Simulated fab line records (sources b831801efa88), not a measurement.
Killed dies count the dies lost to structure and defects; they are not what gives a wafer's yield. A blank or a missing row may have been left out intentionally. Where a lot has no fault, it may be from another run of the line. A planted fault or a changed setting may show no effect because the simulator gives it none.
Comparing a struck lot with a sound one ; flow sky130 ; 15 out of 708 route steps
Sound: wafers L245.2, L245.5, L245.6. The struck wafers were L254.1, L254.3, L254.5. The cause comes at the end.
For every step that has rows: the tool of each side, followed by ch and its chambers, followed by its first start. Under that, the readings that differ: sound wafers ; struck wafers ; difference of the means ; sigmas: that difference in standard deviations of wafers without a fault.
alike: readings whose means differ by less than 2 such deviations, and words and numbers that are the same on both sides. not compared: withheld readings, readings that some wafer has no value for, bounds like >300 that may hide the same value, and numbers for which the record gives no deviation and whose values overlap.
The two part at a step that has a row with sigmas, a row that says differs or no value, or rows on one side only. Numbers that don't overlap but have no deviation are shown without sigmas and don't part them. A reading that every wafer of one side lacks parts them only if that side has two wafers or more.

SKY_VIA2_STRIP_16: strips in O2/N2.
  sound on plasma_asher-01 ch 0,1, day 38 02:05; struck on plasma_asher-01 ch 0, day 40 22:28
  alike: drypump_motor_current_A, oes_product_au, strip_time_to_endpoint_s
  not compared: rf_hours_counter_h
then, 3 steps without rows for these wafers: SKY_VIA2_STRIP_17 (strips in post etch residue remover, time 1200 s); SKY_VIA2_CLEAN_18 (cleans in IPA, time 180 s); SKY_VIA2_CLEAN_19 (cleans in O3/DIW).
SKY_VIA2_SPUTTER_20: material TiN, target thk 20 nm, time 80 s.
  sound on pvd_sputter-04 at day 38 02:43; struck on pvd_sputter-04 at day 40 23:04
  alike: cathode_dc_power_W, chamber_pressure_pa, throttle_valve_pct
then, 1 step without rows for these wafers: SKY_VIA2_CVD_21 (deposits W, target thk 420 nm, time 126.4 s).
SKY_VIA2_RS_MEAS_22: measurement is done with a four-point probe.
  sound on film_metro-01 at day 38 02:56; struck on film_metro-02 at day 40 23:16
  alike: VIA2_W_RS
SKY_VIA2_THK_MEAS_23: measures by xrf.
  sound on film_metro-01 at day 38 03:02; struck on film_metro-02 at day 40 23:23
  alike: VIA2_W_THK
then, 1 step without rows for these wafers: SKY_VIA2_CMP_24 (polishes, stops on SiO2, t overpolish 20 s, target thk 0 nm).
SKY_METAL3_SPUTTER_00: material Ti, target thk 15 nm, time 10 s.
  sound on pvd_sputter-03 at day 38 03:23; struck on pvd_sputter-04 at day 40 23:44
  alike: cathode_dc_power_W, chamber_pressure_pa, throttle_valve_pct
SKY_METAL3_SPUTTER_01: material TiN, target thk 20 nm, time 16.7 s.
  sound on pvd_sputter-03 at day 38 03:25; struck on pvd_sputter-04 at day 40 23:46
  alike: cathode_dc_power_W, chamber_pressure_pa, throttle_valve_pct
then, 1 step without rows for these wafers: SKY_METAL3_SPUTTER_02 (material AlCu, target thk 735 nm, time 39.1 s).
SKY_METAL3_SPUTTER_03: material Ti, target thk 5 nm, time 3.3 s.
  sound on pvd_sputter-03 at day 38 03:28; struck on pvd_sputter-04 at day 40 23:50
  no value came back on the struck wafers for cathode_dc_power_W (W), chamber_pressure_pa (Pa), throttle_valve_pct (%); on the sound wafers cathode_dc_power_W (W) reads 3000.1 2999.6 3000.2
SKY_METAL3_SPUTTER_04: material TiN, target thk 70 nm, time 58.3 s.
  sound on pvd_sputter-03 at day 38 03:29; struck on pvd_sputter-04 at day 40 23:50
  alike: cathode_dc_power_W, chamber_pressure_pa, throttle_valve_pct
-- the record jumps here: 8 days lie between the struck wafers' starts before and after (it left off in module METAL3 and takes up again in module PAD_OPEN, whose first step shown is number 708 of the route) --
SKY_PAD_OPEN_PROBE_99:
  sound on prober-01 at day 47 07:21; struck on prober-02 at day 49 09:49
reading;sound;struck;difference;sigmas
model.etest.via3_chain.rc_ohm;9.225 9.605 9.452;11.37 11.54 11.59;+2.07;
  alike: defect_limited_yield, killed_at_M0_to_M3, killed_at_M4_up, killed_at_contacts, killed_at_front_end, killed_at_other, killed_dies, killed_open, killed_short, sort_bin_3_pad_short, sort_bin_5_function, sort_bin_6_memory, sort_n_pass, sort_yield_pct

## WHERE THEY PART
Only at SKY_METAL3_SPUTTER_03, as far as this record shows. Later steps at which nothing parts them and some readings are alike: SKY_METAL3_SPUTTER_04, SKY_PAD_OPEN_PROBE_99.

WHY: the cause the simulator had injected
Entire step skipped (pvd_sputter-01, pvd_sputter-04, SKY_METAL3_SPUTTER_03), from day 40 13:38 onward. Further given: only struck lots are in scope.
